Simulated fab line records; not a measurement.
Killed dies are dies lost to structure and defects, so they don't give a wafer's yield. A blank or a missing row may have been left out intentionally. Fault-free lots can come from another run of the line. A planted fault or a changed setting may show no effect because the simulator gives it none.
A lot that was struck, set against a sound lot -- flow gf180mcu -- 14 out of 602 route steps
Sound: the wafers L630.3, L630.4, L630.5. Wafers struck: L622.1, L622.5, L622.6. The cause is named last.
Each step with rows lists, per side, the tool, then ch with its chambers, then its first start. Under that, the readings that differ: sound wafers -- struck wafers -- difference of the means -- sigmas: that difference in standard deviations of wafers without a fault.
alike: readings with means less than 2 such deviations apart, plus words and numbers identical on both sides. not compared: withheld readings, readings lacking a value on some wafer, bounds such as >300 that could conceal the same value, and numbers that have no deviation in the record and whose values overlap.
Wherever a step has rows on one side only, a row that says differs or no value, or a row with sigmas, the two part there. Numbers that don't overlap but have no deviation are shown without sigmas and don't part them. Lack of a reading on every wafer of one side parts them only where that side has two or more wafers.

first, 2 steps without rows for these wafers: GF_M5_CLEAN_13 (cleans in DIW); GF_V5_CVD_00 (deposits SiO2, target thk 300 nm, time 50 s).
GF_V5_THK_MEAS_01:
  sound: filmMetro-04 at day 32 12:07; struck: filmMetro-03 at day 30 04:05
  alike: V5_CVD_00_THK
GF_V5_CVD_02: deposits SiO2 from TEOS, target thk 1450 nm, time 163.28 s.
  sound on pecvd-03 ch 1,2, day 32 12:09; struck on pecvd-04 ch 1,2, day 30 04:09
  alike: heaterPowerW, susceptorTempC
GF_V5_THK_MEAS_03:
  sound: filmMetro-04 at day 32 12:17; struck: filmMetro-04 at day 30 04:15
  alike: V5_CVD_02_THK
GF_V5_CMP_04: polishes SiO2.
  sound on cmp-01 ch 0,2, day 32 12:19; struck on cmp-02 ch 1,2,3, day 30 04:28
  alike: motorCurrentA, platenRpm
GF_V5_BOW_MEAS_05:
  sound: filmMetro-03 at day 32 12:40; struck: filmMetro-04 at day 30 04:37
  alike: V5_BOW
then, 5 steps without rows for these wafers: GF_V5_DEHYDRATE_06 (time 60 s); GF_V5_HMDS_07 (prime time 60 s); GF_V5_COAT_08; GF_V5_COAT_09 (resist thk 1000 nm); GF_V5_SOFTBAKE_10 (time 60 s).
GF_V5_EXPOSE_11: exposes mask Via5, target cd 260 nm.
  struck on krfScanner-02, day 30 14:23; sound on krfScanner-01 ch 0, day 32 21:32
  no value came back on the struck wafers for any of 5 readings (exposureDoseMJCm2, focusOffsetNm (nm) and others); on the sound wafers exposureDoseMJCm2 reads 37.91 37.92 37.89
  alike: mask
then, 1 step without rows for these wafers: GF_V5_PEB_12 (peb time 90 s).

## WHERE THEY PART
At GF_V5_EXPOSE_11 and nowhere else, as far as this record goes.

WHY: what the simulator had put in
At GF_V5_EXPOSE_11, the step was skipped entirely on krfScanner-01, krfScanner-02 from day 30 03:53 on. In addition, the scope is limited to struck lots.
